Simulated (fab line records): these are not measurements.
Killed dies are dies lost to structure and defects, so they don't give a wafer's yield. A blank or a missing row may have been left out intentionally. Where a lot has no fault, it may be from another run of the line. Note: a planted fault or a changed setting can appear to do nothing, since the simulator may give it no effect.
Split-lot experiment :: flow gf180mcu :: on a route of 602 steps: 5 lots, 27 wafers read

## THE SPLIT
At GF_V3_SPUTTER_22 (material TiN, target thk 10 nm, time 40 s), the setting time-s was moved away from the recipe's 40 s on 12 of the 27 wafers read, by -18.4% to +40.9%. For the rest of the wafers, this setting stayed at what the recipe calls for.

The reading is taken at the split's own step.

## THE READING
TiN_of_V3_SPUTTER_22.thk-nm (the simulator's own value, which no gauge read), in nm, at GF_V3_SPUTTER_22 (material TiN, target thk 10 nm, time 40 s). The file does not state a usual value for it. Here, 15 wafers ran the recipe; their average is 10.059 nm with a standard deviation of 0.11 nm.

wafer: L074.1
tool, chamber at the split: pvd-sputter-03, -
time-s as run, s: 40
against the recipe: recipe
TiN_of_V3_SPUTTER_22.thk-nm, nm: 9.796
against lot-mates on the recipe: -

wafer: L074.2
tool, chamber at the split: pvd-sputter-03, -
time-s as run, s: 40
against the recipe: recipe
TiN_of_V3_SPUTTER_22.thk-nm, nm: 9.926
against lot-mates on the recipe: -

wafer: L074.3
tool, chamber at the split: pvd-sputter-03, -
time-s as run, s: 40
against the recipe: recipe
TiN_of_V3_SPUTTER_22.thk-nm, nm: 9.929
against lot-mates on the recipe: -

wafer: L074.4
tool, chamber at the split: pvd-sputter-03, -
time-s as run, s: 52.36
against the recipe: +30.9%
TiN_of_V3_SPUTTER_22.thk-nm, nm: 13.02
against lot-mates on the recipe: +3.136

wafer: L074.5
tool, chamber at the split: pvd-sputter-03, -
time-s as run, s: 52.36
against the recipe: +30.9%
TiN_of_V3_SPUTTER_22.thk-nm, nm: 13.01
against lot-mates on the recipe: +3.126

wafer: L074.6
tool, chamber at the split: pvd-sputter-03, -
time-s as run, s: 52.36
against the recipe: +30.9%
TiN_of_V3_SPUTTER_22.thk-nm, nm: 13.11
against lot-mates on the recipe: +3.226

wafer: L077.1
tool, chamber at the split: pvd-sputter-03, -
time-s as run, s: 56.37
against the recipe: +40.9%
TiN_of_V3_SPUTTER_22.thk-nm, nm: 14.35
against lot-mates on the recipe: +4.203

wafer: L077.2
tool, chamber at the split: pvd-sputter-03, -
time-s as run, s: 40
against the recipe: recipe
TiN_of_V3_SPUTTER_22.thk-nm, nm: 10.21
against lot-mates on the recipe: -

wafer: L077.3
tool, chamber at the split: pvd-sputter-03, -
time-s as run, s: 40
against the recipe: recipe
TiN_of_V3_SPUTTER_22.thk-nm, nm: 10.19
against lot-mates on the recipe: -

wafer: L077.4
tool, chamber at the split: pvd-sputter-03, -
time-s as run, s: 56.37
against the recipe: +40.9%
TiN_of_V3_SPUTTER_22.thk-nm, nm: 14.22
against lot-mates on the recipe: +4.073

wafer: L077.5
tool, chamber at the split: pvd-sputter-03, -
time-s as run, s: 40
against the recipe: recipe
TiN_of_V3_SPUTTER_22.thk-nm, nm: 10.04
against lot-mates on the recipe: -

wafer: L077.6
tool, chamber at the split: pvd-sputter-03, -
time-s as run, s: 56.37
against the recipe: +40.9%
TiN_of_V3_SPUTTER_22.thk-nm, nm: 14.26
against lot-mates on the recipe: +4.113

wafer: L080.1
tool, chamber at the split: pvd-sputter-02, -
time-s as run, s: 40
against the recipe: recipe
TiN_of_V3_SPUTTER_22.thk-nm, nm: 10.14
against lot-mates on the recipe: -

wafer: L080.2
tool, chamber at the split: pvd-sputter-02, -
time-s as run, s: 40
against the recipe: recipe
TiN_of_V3_SPUTTER_22.thk-nm, nm: 10.06
against lot-mates on the recipe: -

wafer: L080.3
tool, chamber at the split: pvd-sputter-02, -
time-s as run, s: 40
against the recipe: recipe
TiN_of_V3_SPUTTER_22.thk-nm, nm: 10.07
against lot-mates on the recipe: -

wafer: L080.4
tool, chamber at the split: pvd-sputter-02, -
time-s as run, s: 32.66
against the recipe: -18.4%
TiN_of_V3_SPUTTER_22.thk-nm, nm: 8.027
against lot-mates on the recipe: -2.063

wafer: L080.5
tool, chamber at the split: pvd-sputter-02, -
time-s as run, s: 32.66
against the recipe: -18.4%
TiN_of_V3_SPUTTER_22.thk-nm, nm: 8.035
against lot-mates on the recipe: -2.055

wafer: L080.6
tool, chamber at the split: pvd-sputter-02, -
time-s as run, s: 32.66
against the recipe: -18.4%
TiN_of_V3_SPUTTER_22.thk-nm, nm: 8.277
against lot-mates on the recipe: -1.813

wafer: L082.1
tool, chamber at the split: pvd-sputter-04, -
time-s as run, s: 40
against the recipe: recipe
TiN_of_V3_SPUTTER_22.thk-nm, nm: 10.15
against lot-mates on the recipe: -

wafer: L082.2
tool, chamber at the split: pvd-sputter-04, -
time-s as run, s: 51.57
against the recipe: +28.9%
TiN_of_V3_SPUTTER_22.thk-nm, nm: 12.99
against lot-mates on the recipe: +2.870

wafer: L082.3
tool, chamber at the split: pvd-sputter-04, -
time-s as run, s: 51.57
against the recipe: +28.9%
TiN_of_V3_SPUTTER_22.thk-nm, nm: 13.07
against lot-mates on the recipe: +2.950

wafer: L082.4
tool, chamber at the split: pvd-sputter-04, -
time-s as run, s: 51.57
against the recipe: +28.9%
TiN_of_V3_SPUTTER_22.thk-nm, nm: 12.88
against lot-mates on the recipe: +2.760

wafer: L082.5
tool, chamber at the split: pvd-sputter-04, -
time-s as run, s: 40
against the recipe: recipe
TiN_of_V3_SPUTTER_22.thk-nm, nm: 10.07
against lot-mates on the recipe: -

wafer: L082.6
tool, chamber at the split: pvd-sputter-04, -
time-s as run, s: 40
against the recipe: recipe
TiN_of_V3_SPUTTER_22.thk-nm, nm: 10.14
against lot-mates on the recipe: -

wafer: L084.2
tool, chamber at the split: pvd-sputter-02, -
time-s as run, s: 40
against the recipe: recipe
TiN_of_V3_SPUTTER_22.thk-nm, nm: 9.968
against lot-mates on the recipe: -

wafer: L084.3
tool, chamber at the split: pvd-sputter-02, -
time-s as run, s: 40
against the recipe: recipe
TiN_of_V3_SPUTTER_22.thk-nm, nm: 10.17
against lot-mates on the recipe: -

wafer: L084.4
tool, chamber at the split: pvd-sputter-02, -
time-s as run, s: 40
against the recipe: recipe
TiN_of_V3_SPUTTER_22.thk-nm, nm: 10.03
against lot-mates on the recipe: -

THE FIT
A straight line over all 27 wafers: TiN_of_V3_SPUTTER_22.thk-nm changes by +0.102 nm for each +1% of time-s; r = +1.00; the points scatter about the line by 0.12 nm.
The same after taking each lot's own level away (the mean of its wafers on the recipe; 27 wafers): +0.102 nm for each +1%; r = +1.00; scatter 0.084 nm.
The reading moves by 4.2 nm for the largest change in time-s, on that fit.
Across the lots, their own levels run from 9.8837 to 10.1467 nm, a range of 2.4 times the standard deviation given above.
Hence the lot-to-lot level has little effect on the slope; both slopes agree.
Check: for one of the wafers moved furthest among these (+40.9%), held out of the fit, the line's prediction against its lot-mates is +4.14 nm. It came out at +4.2 nm against them.

## ADDITIONAL SPLITS CARRIED BY THESE WAFERS
Before the reading, these wafers also passed through other splits. Each is held against what the fit with the lots' levels taken away leaves over:
other split on the same wafers: GF_STI_WET_ETCH_26 time-s
wafers away from the commonest value: 18
r with TiN_of_V3_SPUTTER_22.thk-nm (lot level and that fit taken away): +0.08

other split on the same wafers: GF_POLY_GATE_OXIDATION_16 ox-time-s
wafers away from the commonest value: 6
r with TiN_of_V3_SPUTTER_22.thk-nm (lot level and that fit taken away): +0.02

other split on the same wafers: GF_HV_LDD_DEVELOP_45 develop-time-s
wafers away from the commonest value: 12
r with TiN_of_V3_SPUTTER_22.thk-nm (lot level and that fit taken away): +0.25

other split on the same wafers: GF_M3_SPUTTER_04 time-s
wafers away from the commonest value: 9
r with TiN_of_V3_SPUTTER_22.thk-nm (lot level and that fit taken away): +0.05

## FILE'S OWN FIT
TiN_of_V3_SPUTTER_22.thk-nm changes by +0.101 nm for each +1% of time-s, r = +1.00.
